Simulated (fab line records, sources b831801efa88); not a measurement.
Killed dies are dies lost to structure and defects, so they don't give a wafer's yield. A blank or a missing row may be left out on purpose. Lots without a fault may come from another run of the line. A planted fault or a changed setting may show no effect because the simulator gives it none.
Problem report in the 8D (eight disciplines) form, filled by code | flow gf180mcu | the parts of the form that need people (team, actions taken, sign-off) are left out

1. THE PROBLEM
POLY_GATE_CVD_00_THK at GF_POLY_GATE_THK_MEAS_01 reads a mean of 247.6 nm on 3 wafers of 1 lot; wafers without a fault read 200.7 nm with a standard deviation of 1.7. That is +28 standard deviations from the usual mean.
First seen on wafer L359.3, day 13 02:36, on film_metro-04. The record holds 36 wafers of 12 lots with a number at this step. Rule for "out", or "out of limits": more than 4 standard deviations from the usual mean. The other wafers with a number count as sound.

2. WHAT IT IS AND WHAT IT IS NOT
question                    | is                     | is not
which readings at this step | POLY_GATE_CVD_00_THK   | -
which lots                  | L359                   | L345, L347, L348, L349, L350, L351, L352, L354, L363, L364, L365
which wafers of those lots  | all that have a number | -
read on which gauges        | film_metro-04          | film_metro-01, film_metro-03
when                        | from day 13 02:36      | up to then (24 sound wafers); but 9 sound wafers of L363, L364, L365 came after

3. SUSPECTS, AND WHAT RULES EACH OUT
Counting: a tool at a process step up to the reading stays a suspect if it ran every lot that is out and no sound lot after the first of them.
- the gauge at GF_POLY_GATE_THK_MEAS_01: ruled out. All the wafers that are out were read on film_metro-04, but those of them that GF_POLY_GATE_CVD_00 has rows for are out there too, on other tools.
- lpcvd-01 at GF_POLY_GATE_CVD_00 (deposits poly-Si, target thk 200 nm, time 1200 s): kept. It ran the lot that is out, L359 (day 13 01:14), and no sound lot after that; its last sound lot up to then is L352 (day 11 01:09). Its own readings are out on those wafers: spike_tc_centre_C, spike_tc_lower_C, spike_tc_upper_C, susceptor_temp_C.
Left after counting: lpcvd-01 at GF_POLY_GATE_CVD_00.

4. THE CAUSE (what the simulator had put in)
Process parameter drift: lpcvd-01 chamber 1, from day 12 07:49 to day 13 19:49, at GF_POLY_GATE_CVD_00. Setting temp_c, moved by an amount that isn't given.
Counting left only this tool.

5. THE CHAIN OF EFFECTS, in route order
Each row: a reading whose mean over the struck wafers that have a number lies more than 3 standard deviations from the usual. Only readings for which the record gives a usual standard deviation are gone through. hours: the time from each lot's start at the first step in this table that gives one to its start at this step, as a median over the lots. sigmas: the change in usual standard deviations.
hours | step                     | reading              | usual    | on struck wafers | change | sigmas
0     | GF_POLY_GATE_CVD_00      | spike_tc_centre_C    | 620.7 C  | 631.1            | +10.4  | +7.5
0     | GF_POLY_GATE_CVD_00      | spike_tc_lower_C     | 621.0 C  | 630.2            | +9.2   | +7.1
0     | GF_POLY_GATE_CVD_00      | spike_tc_top_C       | 638.1 C  | 644.0            | +5.9   | +3.9
0     | GF_POLY_GATE_CVD_00      | spike_tc_upper_C     | 619.7 C  | 628.0            | +8.3   | +6.9
0     | GF_POLY_GATE_CVD_00      | susceptor_temp_C     | 620.0 C  | 628.8            | +8.8   | +28
1     | GF_POLY_GATE_THK_MEAS_01 | POLY_GATE_CVD_00_THK | 200.7 nm | 247.6            | +46.9  | +28
The process steps in it:
- GF_POLY_GATE_CVD_00: deposits poly-Si, target thk 200 nm, time 1200 s.

6. WHAT WOULD HAVE CAUGHT IT SOONER
In this record the first reading out of limits at a measuring or inspecting step was taken at day 13 02:36, 19 hours after the fault began at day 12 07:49.
The tool's own readings at GF_POLY_GATE_CVD_00 were out on every struck wafer that the step has a row for (spike_tc_centre_C, spike_tc_lower_C, spike_tc_upper_C, susceptor_temp_C): an alarm limit on them would have fired on the first of those.
All the lots that are out (1) had begun GF_POLY_GATE_CVD_00 on lpcvd-01 by day 13 02:36. A hold on the tool at that time would have spared none of them.
